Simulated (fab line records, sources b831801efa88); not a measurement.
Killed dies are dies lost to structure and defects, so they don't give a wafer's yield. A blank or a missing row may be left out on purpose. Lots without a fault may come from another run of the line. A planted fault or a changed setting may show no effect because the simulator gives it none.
A struck lot beside a sound one | flow sky130 | 44 steps out of a route of 708
Sound: wafers L897.1, L897.4, L897.6. Struck: wafers L907.2, L907.3, L907.6. The cause comes at the end.
At each step with rows: each side's tool, then ch and its chambers, then its first start. Under that, the readings that differ: sound wafers | struck wafers | difference of the means | sigmas: that difference in standard deviations of wafers without a fault.
alike: readings whose means differ by less than 2 such deviations, and words and numbers that are the same on both sides. not compared: withheld readings, readings that some wafer has no value for, bounds like >300 that may hide the same value, and numbers for which the record gives no deviation and whose values overlap.
The two part at a step that has a row with sigmas, a row that says differs or no value, or rows on one side only. Numbers that don't overlap but have no deviation are shown without sigmas and don't part them. A reading that every wafer of one side lacks parts them only if that side has two wafers or more.

first, 4 steps without rows for these wafers: SKY_VIA2_CLEAN_18 (cleans in IPA, time 180 s); SKY_VIA2_CLEAN_19 (cleans in O3/DIW); SKY_VIA2_SPUTTER_20 (material TiN, target thk 20 nm, time 80 s); SKY_VIA2_CVD_21 (deposits W, target thk 420 nm, time 126.4 s).
SKY_VIA2_RS_MEAS_22: measures by four-point-probe.
  sound on film_metro-03, day 36 08:44; struck on film_metro-02, day 39 16:13
  alike: VIA2_W_RS
SKY_VIA2_THK_MEAS_23: measures by xrf.
  sound on film_metro-03, day 36 08:52; struck on film_metro-02, day 39 16:20
  alike: VIA2_W_THK
SKY_VIA2_CMP_24: polishes, stops on SiO2, t overpolish 20 s, target thk 0 nm.
  sound on cmp-01 ch 0,1, day 36 08:58; struck on cmp-01 ch 0,1,3, day 39 16:23
  alike: motor_current_A, overpolish_run_s, slurry_flow_ml_min, time_to_endpoint_s
SKY_METAL3_SPUTTER_00: material Ti, target thk 15 nm, time 10 s.
  sound on pvd_sputter-01, day 36 09:13; struck on pvd_sputter-01, day 39 16:41
  alike: throttle_valve_pct
then, 1 step without rows for these wafers: SKY_METAL3_SPUTTER_01 (material TiN, target thk 20 nm, time 16.7 s).
SKY_METAL3_SPUTTER_02: material AlCu, target thk 735 nm, time 39.1 s.
  sound on pvd_sputter-01, day 36 09:16; struck on pvd_sputter-01, day 39 16:44
  alike: throttle_valve_pct
SKY_METAL3_SPUTTER_03: material Ti, target thk 5 nm, time 3.3 s.
  sound on pvd_sputter-01, day 36 09:18; struck on pvd_sputter-01, day 39 16:46
  alike: throttle_valve_pct
SKY_METAL3_SPUTTER_04: material TiN, target thk 70 nm, time 58.3 s.
  sound on pvd_sputter-01, day 36 09:19; struck on pvd_sputter-01, day 39 16:47
  alike: throttle_valve_pct
SKY_CAPM_CVD_00: deposits SiO2, target thk 15.5 nm.
  sound on pecvd-03 ch 0,1, day 36 09:22; struck on pecvd-04 ch 0,1,2, day 39 16:50
  reading                               | sound             | struck            | difference | sigmas
  model.SiO2_of_CAPM_CVD_00.thk_nm (nm) | 15.57 15.45 15.57 | 15.98 15.95 16.35 | +0.56      |
  alike: heater_power_w
SKY_CAPM_THK_MEAS_01:
  sound on film_metro-04, day 36 09:23; struck on film_metro-02, day 39 16:52
  reading              | sound             | struck            | difference | sigmas
  CAPM_CVD_00_THK (nm) | 15.53 15.41 15.50 | 15.93 15.95 16.33 | +0.59      | +3
then, 1 step without rows for these wafers: SKY_CAPM_SPUTTER_02 (material TiN, target thk 200 nm, time 166.7 s).
SKY_CAPM_RS_MEAS_03: measures by four-point-probe.
  sound on film_metro-01, day 36 09:34; struck on film_metro-01, day 39 17:03
  alike: CAPM_TIN_RS
SKY_CAPM_THK_MEAS_04: measures by xrf.
  sound on film_metro-01, day 36 09:41; struck on film_metro-01, day 39 17:10
  alike: CAPM_TIN_THK
then, 7 steps without rows for these wafers: SKY_CAPM_DEHYDRATE_05 (time 60 s); SKY_CAPM_HMDS_06 (prime time 60 s); SKY_CAPM_COAT_07 (resist thk 1140 nm); SKY_CAPM_SOFTBAKE_08 (time 60 s); SKY_CAPM_EXPOSE_09 (exposes mask CAPM, target cd 1000 nm); SKY_CAPM_PEB_10; SKY_CAPM_DEVELOP_11 (develop time 60 s).
SKY_CAPM_OVL_MEAS_12:
  sound on overlay-02, day 37 11:20; struck on overlay-02, day 40 17:29
  alike: CAPM_OVL
then, 13 steps without rows for these wafers: SKY_CAPM_METAL_ETCH_13 (etches TiN in Cl2/BCl3, stops on SiO2, target depth 220 nm, time 62.9 s); SKY_CAPM_STRIP_14 (strips in O2/N2); SKY_CAPM_STRIP_15 (strips in post etch residue remover, time 1200 s); SKY_CAPM_CLEAN_16 (cleans in IPA, time 180 s); SKY_CAPM_CLEAN_17 (cleans in O3/DIW); SKY_METAL3_DEHYDRATE_05 (time 60 s); SKY_METAL3_HMDS_06 (prime time 60 s); SKY_METAL3_COAT_07 (resist thk 60 nm); SKY_METAL3_COAT_08 (resist thk 1140 nm); SKY_METAL3_SOFTBAKE_09 (time 90 s); SKY_METAL3_EXPOSE_10 (exposes mask MM3, target cd 300 nm); SKY_METAL3_PEB_11; SKY_METAL3_DEVELOP_12 (develop time 60 s).
SKY_METAL3_CD_MEAS_13: target cd 300 nm.
  sound on cd_sem-02, day 38 13:14; struck on cd_sem-01, day 41 17:55
  alike: cd_nm
SKY_METAL3_OVL_MEAS_14:
  sound on overlay-01, day 38 13:22; struck on overlay-01, day 41 18:01
  alike: METAL3_OVL
then, 2 steps without rows for these wafers: SKY_METAL3_DESCUM_15 (chemistry O2, time 8 s); SKY_METAL3_ETCH_16 (etches BARC in N2/H2, stops on SiO2, time 88.2 s, target depth 60 nm).
SKY_METAL3_ETCH_17: etches SiO2 in C4F8/O2/Ar, stops on TiN, time 3.9 s, target depth 15 nm.
  sound on rie_diel-01 ch 1,2,3, day 38 13:32; struck on rie_diel-02 ch 1,3, day 41 18:11
  reading                  | sound             | struck            | difference | sigmas
  model.etch.depth_nm (nm) | 15.57 15.45 15.57 | 15.98 15.95 16.35 | +0.56      |
  alike: oes_product_au
  not compared: rf_hours_counter_h
-- the record jumps here: 7 days lie between the struck wafers' starts before and after (it left off in module METAL3 and takes up again in module PAD_OPEN, whose first step shown is number 708 of the route) --
SKY_PAD_OPEN_PROBE_99:
  sound on prober-01, day 45 20:07; struck on prober-01, day 48 10:32
  reading                      | sound             | struck            | difference | sigmas
  killed_open                  | 58 57 47          | 44 44 29          | -15        | -2
  model.etest.cap_mim.c_ff_um2 | 2.342 2.344 2.333 | 2.265 2.276 2.239 | -0.080     |
  alike: defect_limited_yield, killed_at_M0_to_M3, killed_at_M4_up, killed_at_contacts, killed_at_front_end, killed_at_other, killed_dies, killed_short, sort_bin_3_pad_short, sort_bin_5_function, sort_bin_6_memory, sort_n_pass, sort_yield_pct
  not compared: model.etest.cap_mim.bv_v

WHERE THEY PART
First at SKY_CAPM_THK_MEAS_01; last, within this record, at SKY_PAD_OPEN_PROBE_99.

WHY: what the simulator had put in
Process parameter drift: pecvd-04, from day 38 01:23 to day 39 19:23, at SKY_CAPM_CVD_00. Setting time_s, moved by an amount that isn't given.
